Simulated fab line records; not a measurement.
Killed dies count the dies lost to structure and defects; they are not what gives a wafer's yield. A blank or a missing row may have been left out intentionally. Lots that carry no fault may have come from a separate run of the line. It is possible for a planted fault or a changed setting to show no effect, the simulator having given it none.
Which of the tools did it?	flow sky130	39 wafers from 13 lots sampled at 5 of the route's 708 steps

WHAT THE GAUGES SHOWED, per wafer
SKY_FIELD_ISO_THK_MEAS_04. Usual: for FIELD_ISO_CVD_03_THK the level is 165.3 nm and the standard deviation is 1.8.
lot	measured	on	FIELD_ISO_CVD_03_THK (nm)	flag
L405	day 1 13:47	film_metro-04	163.3 165.6 165.2	
L406	day 1 19:09	film_metro-03	166.6 166.8 168.4	
L408	day 2 05:36	film_metro-01	165.9 166.4 164.3	
L409	day 2 09:59	film_metro-03	164.1 164.8 164.3	
L411	day 2 20:34	film_metro-04	162.2 162.4 160.7	
L412	day 3 02:28	film_metro-04	163.8 165.5 162.7	
L416	day 3 20:29	film_metro-03	164.1 163.5 162.6	
L417	day 4 01:39	film_metro-04	162.1 162.8 161.3	
L418	day 4 07:45	film_metro-03	167.6 167.2 167.2	
L422	day 5 05:05	film_metro-03	168.0 168.2 169.7	
L426	day 6 00:41	film_metro-04	166.4 166.2 165.6	
L427	day 6 07:19	film_metro-03	166.6 166.1 164.4	
L428	day 6 10:10	film_metro-04	165.1 164.3 164.9	

SKY_NWELL_RS_MEAS_31: measures by four-point-probe. Usual: for PWDE_RS the level is 5276 ohm/sq and the standard deviation is 17.
lot	measured	on	PWDE_RS (ohm/sq)	flag
L405	day 5 06:50	film_metro-04	5270 5289 5291	
L406	day 5 15:43	film_metro-04	5257 5252 5253	
L408	day 6 02:40	film_metro-01	5272 5279 5289	
L409	day 6 09:32	film_metro-01	5277 5287 5270	
L411	day 6 18:16	film_metro-02	5292 5284 5263	
L412	day 7 01:07	film_metro-02	5272 5263 5253	
L416	day 8 02:19	film_metro-02	5291 5283 5258	
L417	day 8 06:40	film_metro-04	5268 5297 5285	
L418	day 8 12:55	film_metro-04	5287 5267 5267	
L422	day 10 01:19	film_metro-02	5256 5230 5261	
L426	day 10 17:16	film_metro-01	5337 5314 5345	OFF
L427	day 10 23:49	film_metro-01	5338 5340 5333	OFF
L428	day 11 06:05	film_metro-04	5257 5261 5259	

SKY_VT_ADJUST_LVTN_TW_MEAS_10. Usual: for VT_ADJUST_LVTN_TW the level is 241.6 and the standard deviation is 1.1.
lot	measured	on	VT_ADJUST_LVTN_TW	flag
L405	day 6 18:46	film_metro-03	239.8 240.8 240.2	
L406	day 7 04:19	film_metro-04	243.6 242.8 243.1	
L408	day 7 17:13	film_metro-03	239.3 241.9 240.3	
L409	day 8 00:36	film_metro-02	240.0 238.9 241.2	
L411	day 8 11:47	film_metro-04	242.6 243.2 241.9	
L412	day 8 18:16	film_metro-03	240.5 241.1 240.6	
L416	day 9 19:40	film_metro-02	239.6 241.7 241.2	
L417	day 10 02:20	film_metro-03	242.3 241.9 243.6	
L418	day 10 09:16	film_metro-03	241.4 240.2 241.6	
L422	day 11 22:49	film_metro-04	240.6 241.3 242.8	
L426	day 12 15:55	film_metro-02	241.6 243.1 241.1	
L427	day 12 23:22	film_metro-04	241.2 241.1 243.0	
L428	day 13 04:56	film_metro-02	241.5 242.4 240.6	

SKY_SONOS_TUNNEL_OVL_MEAS_08. Usual: for SONOS_TUNNEL_OVL the level is -1.3 nm and the standard deviation is 1.4.
lot	measured	on	SONOS_TUNNEL_OVL (nm)	flag
L405	day 11 04:21	overlay-01	0.5 0.3 -1.5	
L406	day 11 15:12	overlay-02	-0.1 -0.7 -0.4	
L408	day 12 07:28	overlay-02	-1.2 -2.7 -3.0	
L409	day 12 14:34	overlay-02	-1.1 -2.0 -2.8	
L411	day 13 02:17	overlay-02	-0.1 1.1 0.4	
L412	day 13 11:53	overlay-02	-2.5 -2.1 -1.5	
L416	day 14 14:05	overlay-01	-0.7 -0.6 -0.7	
L417	day 15 01:08	overlay-02	1.1 -0.9 -1.3	
L418	day 15 10:34	overlay-02	-2.7 -2.5 -1.5	
L422	day 17 10:10	overlay-02	-1.5 -2.0 -2.5	
L426	day 18 06:23	overlay-01	-1.4 -1.9 -1.1	
L427	day 18 15:46	overlay-01	-1.3 -2.8 -3.8	
L428	day 18 22:54	overlay-01	-0.2 -1.1 -1.3	

TOOL THAT RAN EACH LOT (tool first, then ch and the chambers of the sampled wafers, then the start)
lot	SKY_PWDE_IMPLANT_08
L405	implanter-02 ch 0, day 3 20:01
L406	implanter-02 ch 0, day 4 03:55
L408	implanter-03 ch 0, day 4 13:23
L409	implanter-03 ch 0, day 4 19:31
L411	implanter-02 ch 0, day 5 05:14
L412	implanter-03 ch 0, day 5 10:56
L416	implanter-03 ch 0, day 6 10:07
L417	implanter-01 ch 0, day 6 13:32
L418	implanter-02 ch 0, day 6 19:11
L422	implanter-03 ch 0, day 8 05:17
L426	implanter-02 ch 0, day 8 19:37
L427	implanter-02 ch 0, day 9 03:19
L428	implanter-03 ch 0, day 9 08:56
- SKY_PWDE_IMPLANT_08

AS READ BY THE TOOLS THEMSELVES (means over the sampled wafers that have a number; for cases with no such wafer, the mark the record gives instead)
SKY_PWDE_IMPLANT_08. Usual: dose_ions_cm2 3.601e+12, standard deviation 3.8e+09.
lot	tool	dose_ions_cm2	flag
L405	implanter-02	3.599e+12	
L406	implanter-02	3.601e+12	
L408	implanter-03	3.603e+12	
L409	implanter-03	3.601e+12	
L411	implanter-02	3.597e+12	
L412	implanter-03	3.600e+12	
L416	implanter-03	3.603e+12	
L417	implanter-01	3.596e+12	
L418	implanter-02	3.598e+12	
L422	implanter-03	3.601e+12	
L426	implanter-02	3.553e+12	OFF
L427	implanter-02	3.552e+12	OFF
L428	implanter-03	3.603e+12	

THE ANSWER, worked out from the rows above alone
Rule: lot off if the mean of its wafers having a number is beyond 3 standard deviations from the usual mean. Also off: a lot with no number at a reading for which 4 or more lots have one. The other lots that the step has rows for count as sound. Order of review: gauges by route order, followed by the tools' own readings, for which a lot's mean as printed above is used. The first step at which some lot is off is used, and at that step the reading that is off furthest; a lot without a number counts as furthest.
Off: L426, L427, at SKY_NWELL_RS_MEAS_31 (PWDE_RS).
A tool fits if, at a process step before that reading, it ran every lot that is off, and no sound lot after the first of them. The gauges at SKY_NWELL_RS_MEAS_31 aren't tried: what is off there is off at SKY_PWDE_IMPLANT_08 too, on other tools, and a gauge's error can't cause that. One fits: SKY_PWDE_IMPLANT_08 on implanter-02. Its last sound lot is L418 (day 6 19:11), its first lot that is off L426 (day 8 19:37): a fault that began between those two fits.
On the lots that are off, the tool's own readings at SKY_PWDE_IMPLANT_08 differ by more than 5 times the standard deviation of the sound lots' means, which bears it out; dose_ions_cm2 reads 3.552e+12 there versus 3.600e+12 on the sound lots.

WHAT WAS PUT IN BY THE SIMULATOR
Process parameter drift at SKY_PWDE_IMPLANT_08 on implanter-02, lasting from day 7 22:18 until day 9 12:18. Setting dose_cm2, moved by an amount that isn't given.
Struck lots among those shown: L426, L427. The rule above found the same.
